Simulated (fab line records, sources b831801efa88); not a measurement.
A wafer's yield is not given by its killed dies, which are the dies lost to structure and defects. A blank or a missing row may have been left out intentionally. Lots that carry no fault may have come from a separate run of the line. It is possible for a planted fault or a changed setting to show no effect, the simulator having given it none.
fab line records	flow gf180mcu
record: lots: 12	wafers: 36	last_day: 33
route steps=602 shown STI@14 POLY_GATE@174 M1@331 M2@363
lots that met no fault: from a run of the same line without faults
start_h: hours from the record's opening day to when the first of the lot's shown wafers began	wait_h: hours elapsed since this lot's preceding step	" repeats the value in the row above	L1.1+2: a row that stands for several wafers	- no value, or no start given	* or withheld: withheld	< > ~ a bound
route shown NAME@n: names a module that has steps shown in the file, with the first one's number in the route	usual: mean/standard deviation of fault-free wafers	same: alike in all rows	chamber/n: place in a boat	sites: each site's reading	_std_site: their standard deviation	_edge_site: outer sites' mean less inner sites'	radius_mm: how far each site lies from the wafer's centre	mask NAME#n: copy n	behind: the most recent tool/chamber to have shaped the wafer	hold: why the lot went on hold/how many hours it stayed there/how the hold came to an end	device: the n, p or np transistor that did not switch	end of line: at the end of the route, the tests of the same wafers	for a step that has no rows: nothing shown but its recipe	killed: dies that structure and defects cost at the first sort, which is not the same as the wafer's yield	map: dies across one wafer; x = killed, . = not, _ = none there
set.NAME: the setting the step ran with; set.NAME@STEP: the setting that earlier step ran with	model.NAME: the simulator's own value behind a step, which no gauge read
a sample of lots followed through the steps of the route, with each step as a table and each wafer as a row
services: when a tool's chamber went out of use (start_h, in hours from the record's first day, below 0 if earlier), for how many hours, and the reason
== steps ==
step: GF_STI_ETCH_13
recipe: chemistry: CHF3/O2	stop_on: Si	over_etch_frac: 0.3	target_depth_a: 2823.1	source_w: 600	bias_w: 200	pressure_mtorr: 40	chf3_flow_sccm: 50	O2_flow_sccm: 5	time_s: 112.9
usual: drypump_motor_current_A: 5.5/0.53	oes_product_au: 0.867/0.0073	over_etch_frac: 0.3/0	throttle_valve_pct: 8.821/0.009
lot.wafer	tool	chamber	start_h	wait_h	drypump_motor_current_A	oes_product_au	over_etch_frac	rf_hours_counter_h	throttle_valve_pct
L345.2	rie_diel-04	1	31.78	0.1	5.5	0.865	0.3	94	8.833
L345.4	"	0	"	"	5.4	0.881	0.3	-	8.824
L345.6	"	3	"	"	5.0	0.865	0.3	-	8.811
L347.4	rie_diel-03	3	40.65	0.0	6.7	0.876	0.3	0	8.816
L347.5	"	0	"	"	5.0	0.876	0.3	-	8.817
L347.6	"	1	"	"	5.1	0.878	0.3	-	8.813
L348.3	rie_diel-04	2	45.73	0.1	6.1	0.851	0.3	0	8.824
L348.4	"	1	"	"	5.6	0.863	0.3	94	8.815
L348.6	"	0	"	"	5.4	0.860	0.3	-	8.811
L351.1	rie_diel-03	0	62.27	0.1	5.0	0.874	0.3	9	8.813
L351.3	"	2	"	"	5.1	0.864	0.3	154	8.817
L351.5	"	1	"	"	5.1	0.868	0.3	-	8.830
L353.2	rie_diel-04	0	72.52	0.1	5.4	0.862	0.3	164	8.820
L353.4	"	1	"	"	5.6	0.849	0.3	95	8.813
L353.5	"	0	"	"	5.4	0.856	0.3	-	8.817
L354.2	rie_diel-01	2	76.93	0.1	6.6	0.877	0.3	5	8.833
L354.5	"	1	"	"	5.8	0.872	0.3	-	8.810
L354.6	"	0	"	"	6.1	0.869	0.3	-	8.811
L356.1	rie_diel-04	3	91.27	0.1	5.0	0.782	0.53755	42	8.786
L356.3	"	0	"	"	5.4	0.789	0.53755	164	8.800
L356.4	"	1	"	"	5.5	0.787	0.53755	95	8.799
L357.2	rie_diel-04	3	95.37	0.1	5.0	0.791	0.53755	43	8.803
L357.4	"	0	"	"	5.4	0.790	0.53755	164	8.805
L357.6	"	2	"	"	6.1	0.788	0.53755	-	8.799
L359.3	rie_diel-04	1	105.32	0.1	5.6	0.780	0.53755	96	8.785
L359.4	"	0	"	"	5.4	0.793	0.53755	165	8.799
L359.6	"	3	"	"	5.0	0.788	0.53755	-	8.793
L361.1	rie_diel-01	3	113.47	0.1	5.3	0.874	0.3	107	8.822
L361.2	"	1	"	"	5.8	0.875	0.3	2	8.829
L361.4	"	0	"	"	6.0	0.873	0.3	27	8.831
L364.2	rie_diel-01	1	129.52	0.1	5.8	0.872	0.3	2	8.804
L364.3	"	0	"	"	6.0	0.870	0.3	28	8.828
L364.4	"	2	"	"	6.6	0.873	0.3	6	8.823
L366.2	rie_diel-01	2	138.55	0.1	6.7	0.873	0.3	6	8.796
L366.3	"	0	"	"	6.0	0.871	0.3	28	8.824
L366.5	"	3	"	"	5.3	0.869	0.3	-	8.813
step: GF_STI_STRIP_15
recipe: chemistry: O2/N2	power_w: 1400	pressure_mtorr: 1500	platen_temp_c: 250	o2_flow_sccm: 2936	n2_flow_sccm: 300	overash_fraction: 0.5
usual: drypump_motor_current_A: 6.0/0.47	heater_power_w: 318/18	oes_product_au: 0.383/0.0052	strip_time_to_endpoint_s: 3.74/0.047
lot.wafer	tool	chamber	start_h	wait_h	drypump_motor_current_A	heater_power_w	oes_product_au	rf_hours_counter_h	strip_time_to_endpoint_s
L345.2	plasma_asher-02	1	31.93	0.0	6.5	311	0.381	36	3.74
L345.4	"	0	"	"	5.7	322	0.387	-	3.77
L345.6	"	1	"	"	6.5	304	0.379	-	3.74
L347.4	plasma_asher-02	1	40.84	0.1	6.5	303	0.384	-	3.82
L347.5	"	0	"	"	5.7	308	0.376	-	3.80
L347.6	"	1	"	"	6.5	312	0.379	-	3.73
L348.3	plasma_asher-02	0	45.91	0.1	5.7	303	0.388	-	3.79
L348.4	"	1	"	"	6.5	309	0.388	-	3.75
L348.6	"	0	"	"	5.7	316	0.379	-	3.69
L351.1	plasma_asher-03	0	62.42	0.0	5.7	303	0.379	27	3.71
L351.3	"	0	"	"	5.8	311	0.382	-	3.76
L351.5	"	1	"	"	6.8	357	0.373	-	3.70
L353.2	plasma_asher-02	1	72.71	0.1	6.5	307	0.384	41	3.65
L353.4	"	0	"	"	5.7	303	0.385	-	3.72
L353.5	"	1	"	"	6.5	302	0.375	-	3.62
L354.2	plasma_asher-02	0	77.08	0.0	5.7	309	0.391	41	3.82
L354.5	"	1	"	"	6.5	301	0.374	-	3.89
L354.6	"	0	"	"	5.7	314	0.385	-	3.72
L356.1	plasma_asher-02	0	91.42	0.0	5.7	314	0.364	42	3.30
L356.3	"	0	"	"	5.7	310	0.366	-	3.24
L356.4	"	1	"	"	6.5	299	0.363	-	3.22
L357.2	plasma_asher-02	0	95.52	0.0	5.7	311	0.367	43	3.30
L357.4	"	1	"	"	6.5	299	0.361	-	3.21
L357.6	"	0	"	"	5.6	308	0.362	-	3.25
L359.3	plasma_asher-03	0	105.51	0.1	5.8	300	0.360	-	3.30
L359.4	"	1	"	"	6.8	359	0.368	-	3.23
L359.6	"	1	"	"	6.8	347	0.363	-	3.25
L361.1	plasma_asher-02	1	113.62	0.0	6.5	305	0.388	45	3.71
L361.2	"	0	"	"	5.7	316	0.378	45	3.74
L361.4	"	0	"	"	5.7	313	0.377	-	3.66
L364.2	plasma_asher-02	1	129.67	0.0	6.5	299	0.380	46	3.83
L364.3	"	0	"	"	5.7	310	0.381	-	3.72
L364.4	"	1	"	"	6.5	312	0.391	-	3.78
L366.2	plasma_asher-02	0	138.70	0.0	5.7	322	0.392	47	3.85
L366.3	"	0	"	"	5.7	314	0.383	-	3.76
L366.5	"	0	"	"	5.7	308	0.383	-	3.68
step: GF_POLY_GATE_THK_MEAS_17
recipe: reads: SiO2_of_POLY_GATE_OXIDATION_16
usual: POLY_GATE_OXIDATION_THK: 3.99/0.076
lot.wafer	tool	chamber	start_h	wait_h	POLY_GATE_OXIDATION_THK[nm]
L345.2	film_metro-03	-	199.51	0.0	3.92
L345.4	"	-	"	"	3.95
L345.6	"	-	"	"	3.99
L347.4	film_metro-02	-	214.89	0.0	3.90
L347.5	"	-	"	"	3.88
L347.6	"	-	"	"	4.02
L348.3	film_metro-02	-	220.31	0.0	4.09
L348.4	"	-	"	"	4.15
L348.6	"	-	"	"	4.06
L351.1	film_metro-02	-	248.46	0.0	4.11
L351.3	"	-	"	"	4.11
L351.5	"	-	"	"	4.06
L353.2	film_metro-03	-	277.77	0.0	4.01
L353.4	"	-	"	"	4.04
L353.5	"	-	"	"	4.04
L354.2	film_metro-03	-	284.27	0.0	4.02
L354.5	"	-	"	"	3.99
L354.6	"	-	"	"	4.07
L356.1	film_metro-03	-	292.89	0.0	3.95
L356.3	"	-	"	"	3.81
L356.4	"	-	"	"	3.83
L357.2	film_metro-04	-	293.03	0.0	3.91
L357.4	"	-	"	"	3.92
L357.6	"	-	"	"	3.86
L359.3	film_metro-03	-	313.15	0.0	4.10
L359.4	"	-	"	"	3.94
L359.6	"	-	"	"	3.97
L361.1	film_metro-03	-	327.41	0.0	4.03
L361.2	"	-	"	"	4.14
L361.4	"	-	"	"	4.15
L364.2	film_metro-02	-	346.57	0.0	3.90
L364.3	"	-	"	"	3.88
L364.4	"	-	"	"	3.94
L366.2	film_metro-02	-	360.35	0.0	4.00
L366.3	"	-	"	"	4.06
L366.5	"	-	"	"	4.02
step: GF_M1_METAL_ETCH_16
recipe: chemistry: Cl2/BCl3	mask_material: KrF	target_depth_nm: 627.5	stop_on: SiO2	pressure_mtorr: 8	icp_w: 800	bias_w: 140	Cl2_flow_sccm: 80	bcl3_flow_sccm: 40	time_s: 104.6
usual: drypump_motor_current_A: 5.8/0.32	oes_product_au: 0.971/0.0065	throttle_valve_pct: 28.252/0.01
lot.wafer	tool	chamber	start_h	wait_h	drypump_motor_current_A	oes_product_au	rf_hours_counter_h	throttle_valve_pct
L345.2	rie_metal-04	0	383.10	0.0	5.4	0.981	9.1	28.241
L345.4	"	1	"	"	6.4	0.976	-	28.243
L345.6	"	0	"	"	5.4	0.985	-	28.242
L347.4	rie_metal-02	1	406.77	0.0	5.6	0.964	-	28.263
L347.5	"	0	"	"	6.1	0.967	-	28.262
L347.6	"	1	"	"	5.6	0.973	-	28.259
L348.3	rie_metal-03	0	422.53	0.1	5.6	0.982	-	28.256
L348.4	"	1	"	"	5.7	0.979	-	28.239
L348.6	"	0	"	"	5.6	0.981	-	28.243
L351.1	rie_metal-02	1	456.23	0.0	5.6	0.963	2.8	28.253
L351.3	"	0	"	"	6.1	0.963	-	28.261
L351.5	"	0	"	"	6.1	0.971	-	28.244
L353.2	rie_metal-04	0	485.85	0.0	5.5	0.967	11.2	28.256
L353.4	"	0	"	"	5.5	0.957	-	28.280
L353.5	"	1	"	"	6.4	0.963	-	28.234
L354.2	rie_metal-02	1	493.33	0.0	5.6	0.963	3.6	28.265
L354.5	"	0	"	"	6.0	0.972	-	28.265
L354.6	"	1	"	"	5.6	0.963	-	28.247
L356.1	rie_metal-02	1	507.80	0.0	5.6	0.976	4.0	28.253
L356.3	"	0	"	"	6.1	0.968	-	28.253
L356.4	"	1	"	"	5.6	0.959	-	28.257
L357.2	rie_metal-04	1	508.48	0.0	6.4	0.970	9.4	28.255
L357.4	"	1	"	"	6.4	0.972	-	28.248
L357.6	"	0	"	"	5.5	0.962	-	28.267
L359.3	rie_metal-03	1	525.13	0.1	5.7	0.968	-	28.261
L359.4	"	0	"	"	5.6	0.978	-	28.244
L359.6	"	1	"	"	5.7	0.974	-	28.238
L361.1	rie_metal-04	0	541.58	0.0	5.4	0.979	12.5	28.246
L361.2	"	1	"	"	6.4	0.964	10.3	28.238
L361.4	"	1	"	"	6.4	0.979	-	28.241
L364.2	rie_metal-03	0	561.33	0.0	5.6	0.968	8.4	28.247
L364.3	"	0	"	"	5.6	0.973	-	28.262
L364.4	"	1	"	"	5.7	0.968	-	28.242
L366.2	rie_metal-04	0	576.84	0.0	5.5	0.969	0.4	28.247
L366.3	"	1	"	"	6.4	0.966	-	28.253
L366.5	"	0	"	"	5.4	0.970	-	28.272
step: GF_M2_SPUTTER_01
recipe: material: TiN	target_thk_nm: 30	power_w: 6500	time_s: 25	chamber_pressure_pa: 0.4
usual: throttle_valve_pct: 30.6/0.79
lot.wafer	tool	chamber	start_h	wait_h	throttle_valve_pct
L345.2	pvd_sputter-04	-	409.01	0.1	31.7
L345.4	"	-	"	"	30.2
L345.6	"	-	"	"	31.8
L347.4	pvd_sputter-01	-	433.00	0.1	31.0
L347.5	"	-	"	"	31.5
L347.6	"	-	"	"	29.8
L348.3	pvd_sputter-01	-	449.55	0.1	31.5
L348.4	"	-	"	"	31.5
L348.6	"	-	"	"	29.7
L351.1	pvd_sputter-01	-	483.10	0.1	31.5
L351.3	"	-	"	"	31.3
L351.5	"	-	"	"	29.5
L353.2	pvd_sputter-04	-	511.67	0.1	29.5
L353.4	"	-	"	"	30.6
L353.5	"	-	"	"	30.3
L354.2	pvd_sputter-03	-	519.92	0.1	31.1
L354.5	"	-	"	"	30.5
L354.6	"	-	"	"	30.2
L356.1	pvd_sputter-01	-	533.60	0.1	31.6
L356.3	"	-	"	"	29.5
L356.4	"	-	"	"	31.4
L357.2	pvd_sputter-03	-	534.25	0.1	30.6
L357.4	"	-	"	"	29.2
L357.6	"	-	"	"	30.6
L359.3	pvd_sputter-03	-	550.37	0.1	31.0
L359.4	"	-	"	"	30.6
L359.6	"	-	"	"	31.1
L361.1	pvd_sputter-01	-	566.89	0.1	31.5
L361.2	"	-	"	"	31.0
L361.4	"	-	"	"	29.6
L364.2	pvd_sputter-04	-	586.00	0.1	31.4
L364.3	"	-	"	"	30.5
L364.4	"	-	"	"	29.5
L366.2	pvd_sputter-03	-	601.29	0.1	30.5
L366.3	"	-	"	"	30.7
L366.5	"	-	"	"	31.0
== services ==
tool	chamber	start_h	hours	kind
rie_diel-01	2	18.83	2.1	repair
rie_diel-01	1	31.74	6.5	repair
rie_diel-01	2	91.48	11.9	repair
pvd_sputter-03	-	93.98	7.1	repair
rie_diel-01	3	95.47	4.9	repair
pvd_sputter-01	-	108.78	1.0	repair
rie_diel-04	0	119.53	10.4	repair
rie_diel-04	-	133.71	1.2	repair
rie_diel-04	1	141.57	4.5	repair
rie_metal-04	-	157.52	0.3	repair
rie_metal-04	0	168.73	8.9	repair
rie_metal-04	-	174.44	0.3	repair
rie_diel-04	3	227.10	1.2	repair
rie_metal-04	0	234.71	1.4	repair
rie_metal-04	-	261.03	2.8	pm
rie_diel-04	0	272.21	1.2	repair
rie_diel-04	1	303.45	3.5	repair
pvd_sputter-01	-	362.15	3.3	repair
rie_diel-04	3	372.46	4.6	repair
pvd_sputter-01	-	385.78	1.8	repair
rie_diel-04	1	454.39	15.5	repair
rie_diel-04	1	488.06	6.9	repair
rie_diel-04	-	549.99	15.6	pm
pvd_sputter-01	-	584.11	3.1	repair
== key ==
first_sign: step: GF_STI_ETCH_13	reading: over_etch_frac	direction: up	sigmas: 99+	usual: 0.3	struck: 0.53755
effect: step: GF_STI_ETCH_13	reading: oes_product_au	direction: down	sigmas: 11	usual: 0.867	struck: 0.788
effect: step: GF_STI_STRIP_15	reading: strip_time_to_endpoint_s	direction: down	sigmas: 10	usual: *	struck: *
met_at GF_STI_ETCH_13
struck_lots L356,L357,L359
rows_end L356.1,L356.3,L356.4
tester_left_out L357,L359
not_acting_at GF_POLY_GATE_THK_MEAS_17,GF_M1_METAL_ETCH_16,GF_M2_SPUTTER_01
onset_between 72.52 91.27
fault: kind: process_parameter_drift	tool: rie_diel-04	chamber: -	onset_h: 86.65	steps: GF_STI_ETCH_13	channel: over_etch_frac	offset: 0.23755	shape: step	end_h: 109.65	stated: 0.3
tester_left_out: of these lots the tester's yield and bins aren't shown, on N5 and GAA mostly nor the transistor test; their killed dies are dies lost to structure and defects alone, not to doping, threshold or leakage, so they don't give the yield
rows_end: these wafers met a further fault down the route, and their rows from its step on are left out
